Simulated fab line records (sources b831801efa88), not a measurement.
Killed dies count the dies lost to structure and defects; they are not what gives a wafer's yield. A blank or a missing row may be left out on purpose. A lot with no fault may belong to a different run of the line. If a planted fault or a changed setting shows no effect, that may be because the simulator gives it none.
fab line records | flow sfq_line
[record] lots = 5 wafers = 23
route steps=325 shown L0@7 L0V@18 M0@36 I0@51 I1@74 M2@92
start_h: the number of hours between the record's first day and the start of the first shown wafer of the lot | wait_h: time in hours since the lot's previous step | " the same as in the row above | L1.1+2: several wafers, shown together as one row | - no value, or no start was given | * or withheld: withheld | < > ~ a bound
route shown NAME@n: NAME is a module with steps in the file, n the number in the route of the first one | usual: average and standard deviation across the fault-free wafers | same: alike in all rows | chamber/n: place in a boat | sites: each site's reading | _std_site: their standard deviation | _edge_site: the outer-site mean with the inner-site mean subtracted | radius_mm: for every site, how far away it sits from the centre of the wafer | mask NAME#n: copy n | behind: the last tool/chamber to shape the wafer | hold: why the lot was held/for how many hours/how that ended | device: transistor that didn't switch, given as n, p or np | end of line: the tests these same wafers got at the end of their route | where a step has no rows: the recipe by itself | killed: at the first sort, the dies lost to defects and structure; wafer yield is something else | map: dies across one wafer; x = killed, . = not, _ = none there
set.NAME: setting as actually run; set.NAME@STEP: the setting as run at that earlier step | model.NAME: the simulator's own value behind a step, which no gauge read
lots run with intentionally changed settings; tables by step, rows by wafer
[[steps]]
[step SFQ_TRILAYER_L0_LITHO_COAT_005]
[recipe] resist = KrF spin_rpm = 3000 resist_thk_nm = 600
// columns lot.wafer tool chamber start_h wait_h set.resist_thk_nm model.KrF_of_TRILAYER_L0_LITHO_COAT_005.thk_nm
L075.2 litho_track-02 0 18.09 0.2 600 599.5
L075.5 " 0 " " 600 598
L075.6 " 0 " " 600 598.6
L078.1 litho_track-02 0 33.04 0.2 565.3 565.7
L078.2 " 0 " " 565.3 567.2
L078.3 " 0 " " 600 601.8
L078.4 " 0 " " 600 601.6
L078.5 " 0 " " 565.3 564.9
L081.1 litho_track-02 0 48.04 0.2 600 600.6
L081.2 " 0 " " 600 600.1
L081.3 " 0 " " 574.9 575.3
L081.4 " 0 " " 574.9 577
L081.5 " 0 " " 600 602.5
L083.2 litho_track-02 0 58.09 0.2 581.5 582.3
L083.3 " 0 " " 581.5 581.7
L083.4 " 0 " " 581.5 583.6
L083.5 " 0 " " 600 601
L083.6 " 0 " " 600 599.7
L085.1 litho_track-02 0 68.04 0.2 589.4 589.7
L085.2 " 0 " " 589.4 589.6
L085.3 " 0 " " 600 601.9
L085.5 " 0 " " 589.4 591
L085.6 " 0 " " 600 598.8
[step SFQ_TRILAYER_L0_ETCH_METAL_ETCH_008]
[recipe] target = MoNx_KI stop_on = SiO2 mask_material = PR chemistry = SF6/O2 target_depth_nm = 50 icp_w = 600 bias_w = 80 pressure_mtorr = 10 time_s = 25
[usual] oes_product_au = 0.873/0.01
// columns lot.wafer tool chamber start_h wait_h set.time_s set.resist_thk_nm@TRILAYER_L0_LITHO_COAT_005 oes_product_au model.KrF_of_TRILAYER_L0_LITHO_COAT_005.thk_nm
L075.2 rie_metal-04 1 74.98 0.0 25 600 0.869 483.2
L075.5 " 1 " " 25 600 0.882 481.7
L075.6 " 0 " " 25 600 0.885 480.5
L078.1 rie_metal-03 1 92.98 0.0 21.35 565.3 0.965 454.3
L078.2 " 0 " " 21.35 565.3 0.979 453
L078.3 " 1 " " 25 600 0.861 484.2
L078.4 " 0 " " 21.35 600 0.966 487.5
L078.5 " 1 " " 25 565.3 0.882 447.2
L081.1 rie_metal-03 0 110.98 0.0 27.26 600 0.844 474.9
L081.2 " 1 " " 25 600 0.858 481.6
L081.3 " 0 " " 25 574.9 0.877 454.3
L081.4 " 1 " " 27.26 574.9 0.833 455.3
L081.5 " 0 " " 27.26 600 0.839 477.3
L083.2 rie_metal-01 1 125.38 0.0 25 581.5 0.865 464
L083.3 " 1 " " 26.04 581.5 0.858 461.6
L083.4 " 0 " " 25 581.5 0.869 463.5
L083.5 " 0 " " 26.04 600 0.862 480.1
L083.6 " 1 " " 25 600 0.867 480.9
L085.1 rie_metal-04 1 140.98 0.0 28.06 589.4 0.840 467.5
L085.2 " 0 " " 28.06 589.4 0.847 466.9
L085.3 " 1 " " 25 600 0.877 484.6
L085.5 " 1 " " 25 589.4 0.880 474.3
L085.6 " 0 " " 25 600 0.886 482
[step SFQ_TRILAYER_L0_VIA_LITHO_COAT_013]
[recipe] resist = KrF spin_rpm = 3000 resist_thk_nm = 650
// columns lot.wafer tool chamber start_h wait_h set.resist_thk_nm model.KrF_of_TRILAYER_L0_VIA_LITHO_COAT_013.thk_nm
L075.2 litho_track-02 0 76.17 0.2 650 649.7
L075.5 " 0 " " 650 647.2
L075.6 " 0 " " 650 649.4
L078.1 litho_track-03 0 94.14 0.2 650 652.8
L078.2 " 0 " " 618.7 619.5
L078.3 " 0 " " 650 651.6
L078.4 " 0 " " 650 653.9
L078.5 " 0 " " 618.7 621.9
L081.1 litho_track-04 0 112.12 0.2 650 648.1
L081.2 " 0 " " 667.2 664.5
L081.3 " 0 " " 667.2 664.8
L081.4 " 0 " " 650 645.4
L081.5 " 0 " " 667.2 663.8
L083.2 litho_track-03 0 126.57 0.2 629 630.8
L083.3 " 0 " " 650 651.3
L083.4 " 0 " " 650 649.6
L083.5 " 0 " " 650 650.7
L083.6 " 0 " " 629 629.6
L085.1 litho_track-03 0 142.14 0.2 682.1 682.9
L085.2 " 0 " " 650 649
L085.3 " 0 " " 682.1 683.5
L085.5 " 0 " " 650 650.7
L085.6 " 0 " " 682.1 682.6
[step SFQ_TRILAYER_L0_VIA_LITHO_SOFTBAKE_017]
[recipe] temp_c = withheld time_s = withheld resist = KrF
[step SFQ_TRILAYER_L0_VIA_LITHO_EXPOSE_014]
[recipe] mask_id = L0V na = 0.6 source_shape = conventional sigma_outer = 0.65 target_cd_nm = 700 dose_mj = 21.3
[step SFQ_TRILAYER_L0_VIA_LITHO_DEVELOP_015]
[recipe] time_s = 60 resist = KrF
[step SFQ_TRILAYER_L0_VIA_BARC_OPEN_VIA_ETCH_021]
[recipe] mask_material = PR chemistry = O2 target_depth_nm = 125 target = BARC source_w = 500 bias_w = 80 pressure_mtorr = 30 time_s = 41.7
// columns lot.wafer tool chamber start_h wait_h set.resist_thk_nm@TRILAYER_L0_VIA_LITHO_COAT_013 model.KrF_of_TRILAYER_L0_VIA_LITHO_COAT_013.thk_nm
L075.2 rie_diel-04 1 156.56 0.0 650 573.3
L075.5 " 2 " " 650 573.2
L075.6 " 3 " " 650 576.2
L078.1 rie_diel-04 1 182.00 0.0 650 576.1
L078.2 " 0 " " 618.7 544.5
L078.3 " 2 " " 650 577.6
L078.4 " 3 " " 650 579.7
L078.5 " 1 " " 618.7 545.4
L081.1 rie_diel-03 3 207.32 0.0 650 571.8
L081.2 " 0 " " 667.2 586.9
L081.3 " 1 " " 667.2 585.2
L081.4 " 2 " " 650 569.7
L081.5 " 0 " " 667.2 585.7
L083.2 rie_diel-04 2 222.95 0.0 629 556.1
L083.3 " 0 " " 650 577.1
L083.4 " 1 " " 650 573.3
L083.5 " 0 " " 650 576
L083.6 " 3 " " 629 556.2
L085.1 rie_diel-03 2 236.15 0.0 682.1 608.3
L085.2 " 1 " " 650 571.1
L085.3 " 3 " " 682.1 607.3
L085.5 " 1 " " 650 572
L085.6 " 2 " " 682.1 607.5
[step SFQ_TRILAYER_M0_LITHO_PEB_024]
[recipe] peb_temp_c = 115 peb_time_s = 60 resist = KrF
// columns lot.wafer tool chamber start_h wait_h set.peb_temp_c
L075.2+5+6 litho_track-04 0 251.44 0.8 115
L078.1+2 litho_track-04 0 292.22 1.0 113.9
L078.3+4+5 " 0 " " 115
L081.1+2+3+4+5 litho_track-02 0 320.94 1.0 115
L083.2+3 litho_track-02 0 340.17 0.8 115
L083.4+5+6 " 0 " " 113.7
L085.1+5 litho_track-04 0 356.94 1.0 115
L085.2+3+6 " 0 " " 113.9
[step SFQ_TRILAYER_M0_LITHO_DEVELOP_023]
[recipe] time_s = 60 resist = KrF
[step SFQ_TRILAYER_M0_BARC_OPEN_METAL_ETCH_031]
[recipe] mask_material = PR chemistry = O2 target_depth_nm = 125 target = BARC icp_w = 600 bias_w = 78.34 pressure_mtorr = 10 time_s = 41.7
// columns lot.wafer tool chamber start_h wait_h set.peb_temp_c@TRILAYER_M0_LITHO_PEB_024 model.M0.cd_nm
L075.2 rie_metal-02 0 251.75 0.0 115 498.3
L075.5 " 0 " " 115 497.1
L075.6 " 1 " " 115 496
L078.1 rie_metal-04 1 292.55 0.0 113.9 521.2
L078.2 " 0 " " 113.9 523.1
L078.3 " 1 " " 115 501.5
L078.4 " 0 " " 115 501.6
L078.5 " 1 " " 115 500.7
L081.1 rie_metal-02 0 321.28 0.0 115 498.3
L081.2+4 " 1,0 " " 115 498.8
L081.3 " 1 " " 115 500.6
L081.5 " 1 " " 115 498.7
L083.2 rie_metal-02 1 340.48 0.0 115 502.4
L083.3 " 1 " " 115 502.3
L083.4 " 0 " " 113.7 523.4
L083.5 " 0 " " 113.7 524.3
L083.6 " 1 " " 113.7 526.9
L085.1 rie_metal-02 0 357.28 0.0 115 499.2
L085.2 " 1 " " 113.9 521.5
L085.3 " 0 " " 113.9 520
L085.5 " 0 " " 115 497.1
L085.6 " 1 " " 113.9 520.6
[step SFQ_TRILAYER_I0_VIA_LITHO_PEB_034]
[recipe] peb_temp_c = 115 peb_time_s = 60 resist = KrF
// columns lot.wafer tool chamber start_h wait_h set.peb_temp_c
L075.2+5+6 litho_track-03 0 381.84 0.8 115
L078.1+5 litho_track-04 0 413.02 1.0 118.2
L078.2+3+4 " 0 " " 115
L081.1+4+5 litho_track-01 0 463.54 1.0 116.7
L081.2+3 " 0 " " 115
L083.2+3+4+5+6 litho_track-03 0 486.17 0.8 115
L085.1+2+3+5+6 litho_track-01 0 500.80 1.0 115
[step SFQ_TRILAYER_I0_VIA_BARC_OPEN_VIA_ETCH_046]
[recipe] mask_material = PR chemistry = O2 target_depth_nm = 125 target = BARC source_w = 500 bias_w = 80 pressure_mtorr = 30 time_s = 41.7
// columns lot.wafer tool chamber start_h wait_h set.source_w set.peb_temp_c@TRILAYER_I0_VIA_LITHO_PEB_034 model.I0.cd_nm
L075.2 rie_diel-04 1 382.15 0.0 500 115 499.5
L075.5 " 3 " " 500 115 498.9
L075.6 " 2 " " 500 115 499
L078.1 rie_diel-04 1 413.35 0.0 473.2 118.2 553.3
L078.2 " 3 " " 500 115 499.5
L078.3 " 2 " " 473.2 115 501.2
L078.4 " 1 " " 500 115 502.6
L078.5 " 3 " " 473.2 118.2 552.9
L081.1 rie_diel-01 0 463.88 0.0 500 116.7 530.9
L081.2 " 1 " " 500 115 502.6
L081.3 " 3 " " 500 115 502
L081.4 " 1 " " 500 116.7 531
L081.5 " 0 " " 500 116.7 530.1
L083.2 rie_diel-01 1 486.48 0.0 500 115 500.7
L083.3 " 2 " " 500 115 501
L083.4 " 3 " " 500 115 500.6
L083.5 " 0 " " 500 115 501.8
L083.6 " 3 " " 500 115 499.8
L085.1 rie_diel-04 3 501.13 0.0 533 115 502.4
L085.2 " 0 " " 500 115 500.9
L085.3 " 2 " " 533 115 499.4
L085.5 " 2 " " 500 115 501.5
L085.6 " 0 " " 500 115 501.6
[step SFQ_TRILAYER_I1_CMP_CMP_046]
[recipe] material = SiO2 down_force_psi = 3 platen_rpm = 60 pad_velocity_m_s = 0.94248
// columns lot.wafer tool chamber start_h wait_h set.leave_above_ref_nm model.SiO2_of_TRILAYER_I1_DEP_PECVD_045.thk_nm
L075.2 cmp-02 3 532.18 1.5 200 202
L075.6 " 0 " " 200 198.3
L075.5 " 1 " " 200 197.1
L078.1 cmp-01 1 573.20 0.0 186.6 187.8
L078.2 " 2 " " 200 201.4
L078.4 " 3 " " 200 197.6
L078.3 " 0 " " 186.6 186.9
L078.5 " 2 575.70 2.5 200 201.9
L081.4 cmp-02 3 622.22 0.6 200 200
L081.3 " 0 " " 195.8 194
L081.2 " 1 " " 195.8 192.3
L081.1 " 2 " " 195.8 197.8
L081.5 " 0 624.72 3.1 200 197.5
L083.4 cmp-01 3 640.22 0.6 186.2 184.4
L083.2 " 0 " " 200 199.5
L083.3 " 2 641.72 2.1 200 200.3
L083.5 " 3 " " 186.2 184.8
L083.6 " 0 " " 200 199.8
L085.3 cmp-02 3 665.23 5.3 200 200.7
L085.2 " 0 " " 185.3 183
L085.1 " 1 " " 185.3 182.7
L085.5 " 2 " " 200 202.2
L085.6 " 3 " " 185.3 184.7
[step SFQ_TRILAYER_I1_METRO_MEASURE_047]
[usual] thk_nm = 199.8/1.6
// columns lot.wafer tool chamber start_h wait_h set.leave_above_ref_nm@TRILAYER_I1_CMP_CMP_046 thk_nm
L075.2 film_metro-02 - 534.00 0.3 200 202.0
L075.5 " - " " 200 197.0
L075.6 " - " " 200 198.3
L078.1 film_metro-02 - 576.32 0.1 186.6 187.7
L078.2 " - " " 200 201.5
L078.3 " - " " 186.6 186.8
L078.4 " - " " 200 197.6
L078.5 " - " " 200 201.8
L081.1 film_metro-01 - 625.34 0.1 195.8 197.8
L081.2 " - " " 195.8 192.4
L081.3 " - " " 195.8 194.0
L081.4 " - " " 200 200.1
L081.5 " - " " 200 197.4
L083.2 film_metro-01 - 643.54 0.3 200 199.6
L083.3 " - " " 200 200.3
L083.4 " - " " 186.2 184.4
L083.5 " - " " 186.2 184.9
L083.6 " - " " 200 199.7
L085.1 film_metro-02 - 667.85 0.1 185.3 182.7
L085.2 " - " " 185.3 182.9
L085.3 " - " " 200 200.6
L085.5 " - " " 200 202.2
L085.6 " - " " 185.3 184.6
[step SFQ_TRILAYER_I1_VIA_LITHO_COAT_049]
[recipe] resist = KrF spin_rpm = 3000 resist_thk_nm = 650
// columns lot.wafer tool chamber start_h wait_h set.resist_thk_nm model.KrF_of_TRILAYER_I1_VIA_LITHO_COAT_049.thk_nm
L075.2 litho_track-03 0 535.35 0.2 650 649.6
L075.5 " 0 " " 650 651.2
L075.6 " 0 " " 650 650.3
L078.1+5 litho_track-02 0 577.82 0.2 650 648.9
L078.2 " 0 " " 650 650.2
L078.3 " 0 " " 620.9 621
L078.4 " 0 " " 620.9 619
L081.1 litho_track-02 0 626.84 0.2 650 652.7
L081.2 " 0 " " 650 652.5
L081.3 " 0 " " 650 654.3
L081.4 " 0 " " 650 653
L081.5 " 0 " " 650 652
L083.2 litho_track-03 0 644.89 0.2 650 647.6
L083.3 " 0 " " 677.6 676.4
L083.4 " 0 " " 650 649.6
L083.5 " 0 " " 677.6 679.1
L083.6 " 0 " " 650 650.6
L085.1 litho_track-02 0 669.35 0.2 650 651.5
L085.2 " 0 " " 650 651.1
L085.3 " 0 " " 650 652.9
L085.5 " 0 " " 650 651
L085.6 " 0 " " 650 652.2
[step SFQ_TRILAYER_I1_VIA_LITHO_SOFTBAKE_053]
[recipe] temp_c = withheld time_s = withheld resist = KrF
[step SFQ_TRILAYER_I1_VIA_LITHO_EXPOSE_050]
[recipe] mask_id = I1 na = 0.6 source_shape = conventional sigma_outer = 0.65 target_cd_nm = 500 dose_mj = 21.3
[step SFQ_TRILAYER_I1_VIA_LITHO_DEVELOP_051]
[recipe] time_s = 60 resist = KrF
[step SFQ_TRILAYER_I1_VIA_BARC_OPEN_VIA_ETCH_071]
[recipe] mask_material = PR chemistry = O2 target_depth_nm = 125 target = BARC source_w = 500 bias_w = 80 pressure_mtorr = 30 time_s = 41.7
// columns lot.wafer tool chamber start_h wait_h set.resist_thk_nm@TRILAYER_I1_VIA_LITHO_COAT_049 model.KrF_of_TRILAYER_I1_VIA_LITHO_COAT_049.thk_nm
L075.2 rie_diel-02 1 690.49 0.0 650 572.8
L075.5 " 2 " " 650 575.6
L075.6 " 3 " " 650 573.3
L078.1 rie_diel-03 0 732.61 0.0 650 570.6
L078.2 " 2 " " 650 573.6
L078.3 " 3 " " 620.9 542.3
L078.4 " 0 " " 620.9 540.5
L078.5 " 2 " " 650 571.6
L081.1 rie_diel-03 0 784.21 0.0 650 573.5
L081.2 " 3 " " 650 573.8
L081.3 " 2 " " 650 576.9
L081.4 " 1 " " 650 575.2
L081.5 " 2 " " 650 574.3
L083.2 rie_diel-02 2 802.21 0.0 650 572
L083.3 " 0 " " 677.6 600.3
L083.4 " 1 " " 650 572.6
L083.5 " 2 " " 677.6 603.9
L083.6 " 0 " " 650 574.2
L085.1 rie_diel-04 3 823.81 0.0 650 575.8
L085.2+5 " 2 " " 650 574.5
L085.3 " 0 " " 650 576.5
L085.6 " 1 " " 650 575.5
[step SFQ_TRILAYER_I1_VIA_ETCH_VIA_ETCH_052]
[recipe] target = SiO2 stop_on = Nb mask_material = PR taper_deg = 20 chemistry = CHF3 target_depth_nm = 260 source_w = 500 bias_w = 80 pressure_mtorr = 30 time_s = withheld
[usual] oes_product_au = 0.855/0.0064
// columns lot.wafer tool chamber start_h wait_h set.leave_above_ref_nm@TRILAYER_I1_CMP_CMP_046 set.resist_thk_nm@TRILAYER_I1_VIA_LITHO_COAT_049 oes_product_au model.etch.depth_nm model.I1.feature_depth_nm model.KrF_of_TRILAYER_I1_VIA_LITHO_COAT_049.thk_nm
L075.2 rie_diel-02 1 690.52 0.0 200 650 0.857 202 202 529
L075.5 " 2 " " 200 650 0.850 197.1 197.1 532.7
L075.6 " 3 " " 200 650 0.849 198.3 198.3 528.8
L078.1 rie_diel-03 0 732.65 0.0 186.6 650 0.830 187.8 187.8 524.8
L078.2 " 2 " " 200 650 0.856 201.4 201.4 529.1
L078.3 " 3 " " 186.6 620.9 0.820 - 186.9 496.8
L078.4 " 0 " " 200 620.9 0.849 - 197.6 495.1
L078.5 " 2 " " 200 650 0.865 - 201.9 527.4
L081.1 rie_diel-03 0 784.25 0.0 195.8 650 0.853 - 197.8 526.9
L081.2 " 3 " " 195.8 650 0.830 192.3 192.3 527.6
L081.3 " 2 " " 195.8 650 0.836 194 194 531.7
L081.4 " 1 " " 200 650 0.860 200 200 530.2
L081.5 " 2 " " 200 650 0.848 - 197.5 529.2
L083.2 rie_diel-02 2 802.25 0.0 200 650 0.846 199.5 199.5 528.2
L083.3 " 0 " " 200 677.6 0.859 200.3 200.3 555.7
L083.4 " 1 " " 186.2 650 0.815 184.4 184.4 527.8
L083.5 " 2 " " 186.2 677.6 0.824 184.8 184.8 560.3
L083.6 " 0 " " 200 650 0.857 199.8 199.8 529.7
L085.1 rie_diel-04 3 823.85 0.0 185.3 650 0.813 182.7 182.7 531.9
L085.2 " 2 " " 185.3 650 0.822 183 183 530.1
L085.3 " 0 " " 200 650 0.850 200.7 200.7 532.4
L085.5 " 2 " " 200 650 0.859 202.2 202.2 530.2
L085.6 " 1 " " 185.3 650 0.831 184.7 184.7 530.9
[step SFQ_TRILAYER_M2_LITHO_COAT_062]
[recipe] resist = BARC spin_rpm = 3000 resist_thk_nm = 62
// columns lot.wafer tool chamber start_h wait_h set.resist_thk_nm model.BARC_of_TRILAYER_M2_LITHO_COAT_062.thk_nm
L075.2 litho_track-02 0 691.78 0.1 62 61.99
L075.5 " 0 " " 62 62.01
L075.6 " 0 " " 62 62.09
L078.1 litho_track-04 0 733.85 0.1 62 61.93
L078.2 " 0 " " 62 61.72
L078.3 " 0 " " 62 62.08
L078.4 " 0 " " 62 61.82
L078.5 " 0 " " 62 61.57
L081.1 litho_track-04 0 786.04 0.1 59.41 59.35
L081.2 " 0 " " 62 61.99
L081.3 " 0 " " 59.41 59.32
L081.4 " 0 " " 59.41 59.3
L081.5 " 0 " " 62 61.98
L083.2 litho_track-02 0 803.50 0.1 62 62.09
L083.3 " 0 " " 62 61.87
L083.4 " 0 " " 62 62.05
L083.5 " 0 " " 62 62
L083.6 " 0 " " 62 62.07
L085.1 litho_track-04 0 825.04 0.1 65.15 65.28
L085.2 " 0 " " 65.15 65.16
L085.3 " 0 " " 65.15 65.12
L085.5 " 0 " " 62 62.12
L085.6 " 0 " " 62 62.06
[step SFQ_TRILAYER_M2_LITHO_PEB_060]
[recipe] peb_temp_c = 115 peb_time_s = 60 resist = KrF
// columns lot.wafer tool chamber start_h wait_h set.peb_temp_c
L075.2+5+6 litho_track-01 0 847.62 0.8 115
L078.1+2+3+4+5 litho_track-02 0 888.40 1.0 115
L081.1+2+5 litho_track-02 0 936.65 1.0 115
L081.3+4 " 0 " " 112.1
L083.2+5 litho_track-02 0 948.67 0.8 115
L083.3+4+6 " 0 " " 116
L085.1+2 litho_track-01 0 969.05 1.0 115
L085.3+5+6 " 0 " " 117.4
[step SFQ_TRILAYER_M2_LITHO_DEVELOP_059]
[recipe] time_s = 60 resist = KrF
[step SFQ_TRILAYER_M2_BARC_OPEN_METAL_ETCH_077]
[recipe] mask_material = PR chemistry = O2 target_depth_nm = 125 target = BARC icp_w = 600 bias_w = 78.66 pressure_mtorr = 10 time_s = 41.7
// columns lot.wafer tool chamber start_h wait_h set.resist_thk_nm@TRILAYER_M2_LITHO_COAT_062 set.peb_temp_c@TRILAYER_M2_LITHO_PEB_060 model.M2.cd_nm model.etch.depth_nm
L075.2 rie_metal-02 0 847.94 0.0 62 115 500.2 61.99
L075.5 " 0 " " 62 115 502.6 62.01
L075.6 " 1 " " 62 115 500.7 62.09
L078.1 rie_metal-01 0 888.74 0.0 62 115 501.9 61.93
L078.2 " 1 " " 62 115 499.8 61.72
L078.3 " 0 " " 62 115 501 -
L078.4 " 1 " " 62 115 503.4 -
L078.5 " 0 " " 62 115 503 -
L081.1 rie_metal-04 0 936.99 0.0 59.41 115 500.9 -
L081.2 " 1 " " 62 115 499.6 61.99
L081.3 " 0 " " 59.41 112.1 560.2 59.32
L081.4 " 1 " " 59.41 112.1 559 59.3
L081.5 " 0 " " 62 115 502.4 -
L083.2 rie_metal-04 0 948.99 0.0 62 115 500.8 62.09
L083.3 " 1 " " 62 116 491 61.87
L083.4 " 0 " " 62 116 484.5 62.05
L083.5 " 1 " " 62 115 501.8 62
L083.6 " 0 " " 62 116 493.2 62.07
L085.1 rie_metal-02 0 969.39 0.0 65.15 115 500.6 65.28
L085.2 " 1 " " 65.15 115 492.1 65.16
L085.3 " 1 " " 65.15 117.4 460.1 65.12
L085.5 " 1 " " 62 117.4 449.9 62.12
L085.6 " 0 " " 62 117.4 459.6 62.06
[[key]]
[split] step = SFQ_TRILAYER_L0_LITHO_COAT_005 setting = resist_thk_nm stated = 600 by = wafer
[response] step = SFQ_TRILAYER_L0_LITHO_COAT_005 reading = model.KrF_of_TRILAYER_L0_LITHO_COAT_005.thk_nm change = +6.04 per = 1% r = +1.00
[response] step = SFQ_TRILAYER_L0_ETCH_METAL_ETCH_008 reading = model.KrF_of_TRILAYER_L0_LITHO_COAT_005.thk_nm change = +5.87 per = 1% r = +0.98
[split] step = SFQ_TRILAYER_L0_ETCH_METAL_ETCH_008 setting = time_s stated = 25 by = wafer
[response] step = SFQ_TRILAYER_L0_ETCH_METAL_ETCH_008 reading = oes_product_au change = -0.00474 per = 1% r = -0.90
[split] step = SFQ_TRILAYER_L0_VIA_LITHO_COAT_013 setting = resist_thk_nm stated = 650 by = wafer
[response] step = SFQ_TRILAYER_L0_VIA_LITHO_COAT_013 reading = model.KrF_of_TRILAYER_L0_VIA_LITHO_COAT_013.thk_nm change = +6.62 per = 1% r = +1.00
[response] step = SFQ_TRILAYER_L0_VIA_BARC_OPEN_VIA_ETCH_021 reading = model.KrF_of_TRILAYER_L0_VIA_LITHO_COAT_013.thk_nm change = +6.75 per = 1% r = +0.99
[split] step = SFQ_TRILAYER_M0_LITHO_PEB_024 setting = peb_temp_c stated = 115 by = wafer
[response] step = SFQ_TRILAYER_M0_BARC_OPEN_METAL_ETCH_031 reading = model.M0.cd_nm change = -21.6 per = 1% r = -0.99
[split] step = SFQ_TRILAYER_I0_VIA_LITHO_PEB_034 setting = peb_temp_c stated = 115 by = wafer
[response] step = SFQ_TRILAYER_I0_VIA_BARC_OPEN_VIA_ETCH_046 reading = model.I0.cd_nm change = +18.8 per = 1% r = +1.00
[split] step = SFQ_TRILAYER_I0_VIA_BARC_OPEN_VIA_ETCH_046 setting = source_w stated = 500 by = wafer
response none clear
[split] step = SFQ_TRILAYER_I1_CMP_CMP_046 setting = leave_above_ref_nm stated = 200 by = wafer
[response] step = SFQ_TRILAYER_I1_CMP_CMP_046 reading = model.SiO2_of_TRILAYER_I1_DEP_PECVD_045.thk_nm change = +2.2 per = 1% r = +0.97
[response] step = SFQ_TRILAYER_I1_METRO_MEASURE_047 reading = thk_nm change = +2.2 per = 1% r = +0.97
[response] step = SFQ_TRILAYER_I1_VIA_ETCH_VIA_ETCH_052 reading = oes_product_au change = +0.00472 per = 1% r = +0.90
[response] step = SFQ_TRILAYER_I1_VIA_ETCH_VIA_ETCH_052 reading = model.etch.depth_nm change = +2.31 per = 1% r = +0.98
[response] step = SFQ_TRILAYER_I1_VIA_ETCH_VIA_ETCH_052 reading = model.I1.feature_depth_nm change = +2.2 per = 1% r = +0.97
[split] step = SFQ_TRILAYER_I1_VIA_LITHO_COAT_049 setting = resist_thk_nm stated = 650 by = wafer
[response] step = SFQ_TRILAYER_I1_VIA_LITHO_COAT_049 reading = model.KrF_of_TRILAYER_I1_VIA_LITHO_COAT_049.thk_nm change = +6.63 per = 1% r = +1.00
[response] step = SFQ_TRILAYER_I1_VIA_BARC_OPEN_VIA_ETCH_071 reading = model.KrF_of_TRILAYER_I1_VIA_LITHO_COAT_049.thk_nm change = +6.84 per = 1% r = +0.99
[response] step = SFQ_TRILAYER_I1_VIA_ETCH_VIA_ETCH_052 reading = model.KrF_of_TRILAYER_I1_VIA_LITHO_COAT_049.thk_nm change = +6.95 per = 1% r = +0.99
[split] step = SFQ_TRILAYER_M2_LITHO_COAT_062 setting = resist_thk_nm stated = 62 by = wafer
[response] step = SFQ_TRILAYER_M2_LITHO_COAT_062 reading = model.BARC_of_TRILAYER_M2_LITHO_COAT_062.thk_nm change = +0.621 per = 1% r = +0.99
[response] step = SFQ_TRILAYER_M2_BARC_OPEN_METAL_ETCH_077 reading = model.etch.depth_nm change = +0.619 per = 1% r = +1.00
[split] step = SFQ_TRILAYER_M2_LITHO_PEB_060 setting = peb_temp_c stated = 115 by = wafer
[response] step = SFQ_TRILAYER_M2_BARC_OPEN_METAL_ETCH_077 reading = model.M2.cd_nm change = -21 per = 1% r = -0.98
